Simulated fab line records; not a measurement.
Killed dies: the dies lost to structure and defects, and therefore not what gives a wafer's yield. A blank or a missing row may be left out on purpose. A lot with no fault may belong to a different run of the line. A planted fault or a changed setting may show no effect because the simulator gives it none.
fab line records | flow sfqLine
[record] lots = 14 | wafers = 42 | lastDay = 75
route steps=325 shown M4@156
lots that met no fault: taken from a fault-free run of the same line
startH: hours from the record's first day to the start of the lot's first wafer shown | waitH: how many hours have passed since the lot's step before this one | " unchanged from the row above | L1.1+2: a row that stands for several wafers | - value missing, or start not given | * or withheld: withheld | < > ~ a bound
route shown NAME@n: NAME is a module with steps in the file, n the number in the route of the first one | usual: mean/standard deviation of fault-free wafers | same: alike in all rows | chamber/n: place in a boat | sites: the reading at each site | _std_site: the standard deviation of these | _edge_site: outer sites' mean less inner sites' | radiusMm: for every site, how far away it sits from the centre of the wafer | mask NAME#n: copy n | behind: tool/chamber where the wafer was last shaped | hold: why the lot was held/for how many hours/how that ended | device: the transistor (n, p or np) that didn't switch | end of line: the tests these same wafers got at the end of their route | a step without rows: its recipe alone | killed: not the wafer's yield, but the dies lost to structure and defects at the first sort | map: shows each die of a wafer: x if killed, . if not, _ if none is there
set.NAME: setting as actually run; set.NAME@STEP: the setting as run at that earlier step | model.NAME: the simulator's own value behind a step, which no gauge read
a sample of lots followed through the steps of the route, with each step as a table and each wafer as a row
[[steps]]
[step SFQ_TRILAYER_M4_LITHO_PEB_096]
[recipe] pebTempC = 115 | pebTimeS = 60 | resist = KrF
[usual] chillPlateTempC = 22.99/0.1 | heaterPowerTotalW = 79.16/0.059 | plateTempC = 114.98/0.13
lot.wafer | tool          | chamber | startH  | waitH | chillPlateTempC | heaterPowerTotalW | plateTempC
L102.3    | lithoTrack-02 | 0       | 798.38  | 0.7   | 23.02           | 79.18             | 115.01
L102.4    | "             | 0       | "       | "     | 22.99           | 79.21             | 115.04
L102.5    | "             | 0       | "       | "     | 23.01           | 79.21             | 114.92
L104.1    | lithoTrack-03 | 0       | 823.53  | 1.0   | 22.96           | 79.19             | 114.94
L104.2    | "             | 0       | "       | "     | 22.88           | 79.27             | 114.77
L104.3    | "             | 0       | "       | "     | 23.02           | 79.16             | 114.59
L105.1    | lithoTrack-03 | 0       | 827.13  | 1.0   | 22.97           | 79.10             | 115.13
L105.3    | "             | 0       | "       | "     | 23.09           | 79.17             | 115.23
L105.6    | "             | 0       | "       | "     | 23.09           | 79.19             | 115.16
L106.1    | lithoTrack-02 | 0       | 831.93  | 1.0   | 23.04           | 79.16             | 114.88
L106.2    | "             | 0       | "       | "     | 22.96           | 79.04             | 115.18
L106.5    | "             | 0       | "       | "     | 22.94           | 79.16             | 115.13
L107.2    | lithoTrack-01 | 0       | 834.36  | 0.8   | 22.80           | 79.06             | 114.80
L107.4    | "             | 0       | "       | "     | 22.81           | 79.17             | 115.08
L107.5    | "             | 0       | "       | "     | 23.03           | 79.19             | 114.95
L108.2    | lithoTrack-02 | 0       | 847.56  | 0.8   | 23.13           | 79.21             | 115.05
L108.3    | "             | 0       | "       | "     | 22.86           | 79.11             | 114.89
L108.5    | "             | 0       | "       | "     | 23.00           | 79.17             | 115.11
L109.3    | lithoTrack-03 | 0       | 849.98  | 0.7   | 22.93           | 79.18             | 115.07
L109.4    | "             | 0       | "       | "     | 22.77           | 79.21             | 114.94
L109.5    | "             | 0       | "       | "     | 23.12           | 79.12             | 115.11
L110.1    | lithoTrack-01 | 0       | 851.13  | 1.0   | 23.01           | 79.20             | 114.91
L110.2    | "             | 0       | "       | "     | 23.06           | 79.05             | 115.13
L110.3    | "             | 0       | "       | "     | 22.98           | 79.12             | 114.78
L111.1    | lithoTrack-03 | 0       | 871.01  | 1.0   | 22.95           | 79.21             | 114.90
L111.3    | "             | 0       | "       | "     | 23.03           | 79.21             | 114.91
L111.6    | "             | 0       | "       | "     | 23.03           | 79.25             | 114.98
L116.2    | lithoTrack-02 | 0       | 956.79  | 0.8   | 22.81           | 70.24             | 105.06
L116.4    | "             | 0       | "       | "     | 22.83           | 70.23             | 105.13
L116.5    | "             | 0       | "       | "     | 22.84           | 70.21             | 105.09
L118.2    | lithoTrack-02 | 0       | 961.59  | 0.8   | 23.11           | 70.11             | 105.05
L118.5    | "             | 0       | "       | "     | 23.21           | 70.14             | 104.93
L118.6    | "             | 0       | "       | "     | 23.09           | 69.99             | 104.97
L122.1    | lithoTrack-03 | 0       | 1024.60 | 1.0   | 22.94           | 79.16             | 114.92
L122.3    | "             | 0       | "       | "     | 23.17           | 79.16             | 114.78
L122.6    | "             | 0       | "       | "     | 23.06           | 79.18             | 114.76
L124.1    | lithoTrack-03 | 0       | 1048.15 | 1.0   | 23.03           | 79.22             | 115.01
L124.4    | "             | 0       | "       | "     | 23.01           | 79.25             | 114.95
L124.5    | "             | 0       | "       | "     | 23.06           | 79.08             | 115.23
L125.1    | lithoTrack-03 | 0       | 1062.83 | -     | 23.00           | 79.21             | 114.84
L125.2    | "             | 0       | "       | "     | 23.17           | 79.08             | 114.99
L125.3    | "             | 0       | "       | "     | 23.09           | 79.16             | 114.98
[[key]]
[firstSign] step = SFQ_TRILAYER_M4_LITHO_PEB_096 | reading = heaterPowerTotalW | direction = down | sigmas = 99+ | usual = 79.16 | struck = 70.15
[effect] step = SFQ_TRILAYER_M4_LITHO_PEB_096 | reading = plateTempC | direction = down | sigmas = 79 | usual = * | struck = *
metAt SFQ_TRILAYER_M4_LITHO_PEB_096
struckLots L116,L118
onsetBetween 847.56 956.79
[fault] kind = processParameterDrift | tool = lithoTrack-02 | chamber = - | onsetH = 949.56 | steps = SFQ_TRILAYER_M4_LITHO_PEB_096 | channel = pebTempC | offset = * | shape = step | endH = 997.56 | actsIn = * | stated = *
